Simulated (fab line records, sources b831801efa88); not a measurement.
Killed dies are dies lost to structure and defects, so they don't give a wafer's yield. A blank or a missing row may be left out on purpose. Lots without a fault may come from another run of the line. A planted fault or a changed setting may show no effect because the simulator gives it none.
One fault seen from 2 desks | flow gf180mcu | each desk has only its own numbers; what lay behind them comes last

THE TOOL OWNER'S DESK: pvd_sputter-01
The tool's own readings at GF_MIM_SPUTTER_08 (material AlCu, target thk 200 nm, time 10.6 s): means of the sampled wafers that have a number, for each lot that ran on this tool. A lot is out of limits, marked OUT, if its mean lies more than 4 standard deviations from the usual mean; the brackets give that distance.
Columns: A = throttle_valve_pct at GF_MIM_SPUTTER_08, usual 30.0 %
lot  | first seen here | A
L187 | day 26 17:08    | 29.9
L188 | day 27 00:13    | 30.8
L189 | day 27 03:25    | 30.6
L199 | day 30 10:58    | 30.8
L200 | day 30 21:50    | 29.6
L201 | day 30 23:17    | 30.0
L204 | day 31 14:25    | 30.8
This desk's finding: nothing out of limits on any of the 7 lots.

THE METROLOGY DESK
What the gauges read, lot by lot, whatever tool the lot ran on: means of the sampled wafers that have a number. A lot is out of limits, marked OUT, if its mean lies more than 4 standard deviations from the usual mean; the brackets give that distance.
Columns: A = MIM_ALCU_RS at GF_MIM_RS_MEAS_10, usual 0.1616 ohm/sq; B = MIM_ALCU_THK at GF_MIM_THK_MEAS_11, usual 202.7 nm
lot  | first seen here | A                 | B
L181 | day 24 10:14    | 0.1612            | 203.1
L183 | day 25 00:29    | 0.1594            | 205.7
L187 | day 26 17:11    | 0.1636            | 199.2
L188 | day 27 00:16    | 0.1367 (-16) OUT  | 241.2 (+18) OUT
L189 | day 27 03:29    | 0.1483 (-8.3) OUT | 223.1 (+9.3) OUT
L196 | day 29 10:23    | 0.1588            | 206.9
L199 | day 30 11:01    | 0.1613            | 202.6
L200 | day 30 21:53    | 0.1619            | 202.4
L201 | day 30 23:20    | 0.1624            | 201.7
L203 | day 31 12:22    | 0.1603            | 202.5
L204 | day 31 14:29    | 0.1626            | 199.9
This desk's finding: out of limits on L188, L189; first on L188, day 27 00:16 (MIM_ALCU_RS at GF_MIM_RS_MEAS_10). In limits: L181, L183, L187, L196, L199, L200, L201, L203, L204.

PUT TOGETHER
The metrology desk could have raised an alarm at day 27 00:16, on L188, L189.
The tool owner's desk saw nothing out of limits.
The tool owner's desk has L188, L189 on record, within its limits.
Of the lots named, all ran GF_MIM_SPUTTER_08 on pvd_sputter-01.

WHAT THE SIMULATOR HAD PUT IN
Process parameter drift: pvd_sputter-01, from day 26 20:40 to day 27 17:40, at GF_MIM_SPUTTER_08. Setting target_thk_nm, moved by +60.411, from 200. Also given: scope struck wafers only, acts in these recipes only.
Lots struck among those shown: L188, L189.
Hours from the fault's start to each desk's first reading out of limits: the metrology desk, 4.
